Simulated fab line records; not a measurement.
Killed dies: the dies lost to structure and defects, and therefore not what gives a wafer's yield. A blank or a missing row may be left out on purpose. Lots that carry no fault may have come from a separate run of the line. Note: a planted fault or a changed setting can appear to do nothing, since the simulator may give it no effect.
Chamber matching || flow sky130 || 4 sister chambers for SKY_FIELD_ISO_ETCH_17 on rieSi-01
The step etches Si in HBr/Cl2/O2, target depth 342 nm, time 97.7 s. 4 wafers are shown with their chamber, then 8 later ones without.

WAFERS, EACH WITH ITS CHAMBER
{"wafer": "L921.1", "chamber": 0, "drypumpMotorCurrentA (A)": 5.40}
{"wafer": "L924.5", "chamber": 1, "drypumpMotorCurrentA (A)": 5.54}
{"wafer": "L924.6", "chamber": 2, "drypumpMotorCurrentA (A)": 6.04}
{"wafer": "L933.1", "chamber": 3, "drypumpMotorCurrentA (A)": 5.68}

WAFERS WITHOUT THEIR CHAMBER
{"wafer": "L933.3", "drypumpMotorCurrentA (A)": 5.52}
{"wafer": "L933.6", "drypumpMotorCurrentA (A)": 5.67}
{"wafer": "L937.1", "drypumpMotorCurrentA (A)": 5.54}
{"wafer": "L937.3", "drypumpMotorCurrentA (A)": 6.04}
{"wafer": "L937.6", "drypumpMotorCurrentA (A)": 5.52}
{"wafer": "L939.1", "drypumpMotorCurrentA (A)": 5.69}
{"wafer": "L939.3", "drypumpMotorCurrentA (A)": 5.54}
{"wafer": "L939.4", "drypumpMotorCurrentA (A)": 5.38}

EACH ONE'S CHAMBER
{"wafer": "L933.3", "from the rows above": 1, "in truth": 1}
{"wafer": "L933.6", "from the rows above": 3, "in truth": 3}
{"wafer": "L937.1", "from the rows above": 1, "in truth": 1}
{"wafer": "L937.3", "from the rows above": 2, "in truth": 2}
{"wafer": "L937.6", "from the rows above": 1, "in truth": 1}
{"wafer": "L939.1", "from the rows above": 3, "in truth": 3}
{"wafer": "L939.3", "from the rows above": 1, "in truth": 1}
{"wafer": "L939.4", "from the rows above": 0, "in truth": 0}
Correctly placed: 8 of 8. Can't be placed from these rows: 0. Wrongly placed: 0.
How it was worked out, from the rows above alone: a wafer's distance from a chamber is the root of the sum, over the readings, of the square of ((its reading less the chamber's mean) divided by the reading's scatter). If the next closest chamber is less than 2 further off than the closest, the wafer can't be placed; otherwise it belongs to the closest. Each chamber's mean is taken over the wafers shown for it. The scatter: with one shown wafer a chamber, the root of the mean of the squares of how far each hidden wafer lies from its nearest shown one.
